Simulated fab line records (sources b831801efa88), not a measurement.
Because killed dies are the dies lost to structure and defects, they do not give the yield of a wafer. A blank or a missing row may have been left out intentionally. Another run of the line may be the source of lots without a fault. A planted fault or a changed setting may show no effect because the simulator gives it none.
A lot that was struck, set against a sound lot	flow sky130	14 out of 708 route steps
Sound: these wafers, L267.1, L267.5, L267.6. Wafers L280.2, L280.5, L280.6 were the ones struck. The cause comes at the end.
At each step with rows: each side's tool, then ch and its chambers, then its first start. Under that, the readings that differ: sound wafers	struck wafers	difference of the means	sigmas: that difference in standard deviations of wafers without a fault.
alike: readings whose means differ by less than 2 such deviations, and words and numbers that are the same on both sides. not compared: withheld readings, readings that some wafer has no value for, bounds like >300 that may hide the same value, and numbers for which the record gives no deviation and whose values overlap.
Wherever a step has rows on one side only, a row that says differs or no value, or a row with sigmas, the two part there. When numbers do not overlap yet have no deviation, they are printed without sigmas and do not part them. Lack of a reading on every wafer of one side parts them only where that side has two or more wafers.

first, 3 steps without rows for these wafers: SKY_VT_ADJUST_NCORE_EXPOSE_04 (exposes mask LVTN COMPLEMENT THIN, target cd 380 nm); SKY_VT_ADJUST_NCORE_PEB_05; SKY_VT_ADJUST_NCORE_DEVELOP_06 (develop time 60 s).
SKY_VT_ADJUST_NCORE_CD_MEAS_07 targets a cd of 380 nm.
  sound on cd_sem-01, day 9 15:52; struck on cd_sem-01, day 13 13:06
  alike: cd_nm
SKY_VT_ADJUST_NCORE_OVL_MEAS_08:
  sound on overlay-02, day 9 15:59; struck on overlay-01, day 13 13:12
  alike: VT_ADJUST_NCORE_OVL
next, for these wafers, 1 step has no rows: SKY_VT_ADJUST_NCORE_IMPLANT_09.
SKY_VT_ADJUST_NCORE_STRIP_10: strips in O2/N2.
  sound on plasma_asher-01 ch 0,1, day 9 16:10; struck on plasma_asher-01 ch 0,1, day 13 13:23
  alike: drypump_motor_current_A, n2_flow_sccm, oes_product_au, strip_time_to_endpoint_s
  not compared: rf_hours_counter_h
SKY_VT_ADJUST_NCORE_TW_MEAS_11:
  sound on film_metro-01, day 9 16:16; struck on film_metro-01, day 13 13:29
  alike: VT_ADJUST_NCORE_TW
then, 4 steps without rows for these wafers: SKY_VT_ADJUST_HVTR_DEHYDRATE_00 (time 60 s); SKY_VT_ADJUST_HVTR_HMDS_01 (prime time 60 s); SKY_VT_ADJUST_HVTR_COAT_02 (resist thk 1140 nm); SKY_VT_ADJUST_HVTR_SOFTBAKE_03 (time 60 s).
SKY_VT_ADJUST_HVTR_EXPOSE_04: exposes mask HVTRM, target cd 380 nm.
  struck on iline_stepper-02, day 14 02:34; sound on iline_stepper-01 ch 0, day 10 02:43
  no value came back on the struck wafers for exposure_dose_mJ_cm2, focus_offset_nm (nm); on the sound wafers exposure_dose_mJ_cm2 reads 152.15 152.16 151.95
  alike: mask
next, for these wafers, 1 step has no rows: SKY_VT_ADJUST_HVTR_PEB_05.

== WHERE THEY PART ==
Only at SKY_VT_ADJUST_HVTR_EXPOSE_04, as far as this record shows.

WHY: what had been put in by the simulator
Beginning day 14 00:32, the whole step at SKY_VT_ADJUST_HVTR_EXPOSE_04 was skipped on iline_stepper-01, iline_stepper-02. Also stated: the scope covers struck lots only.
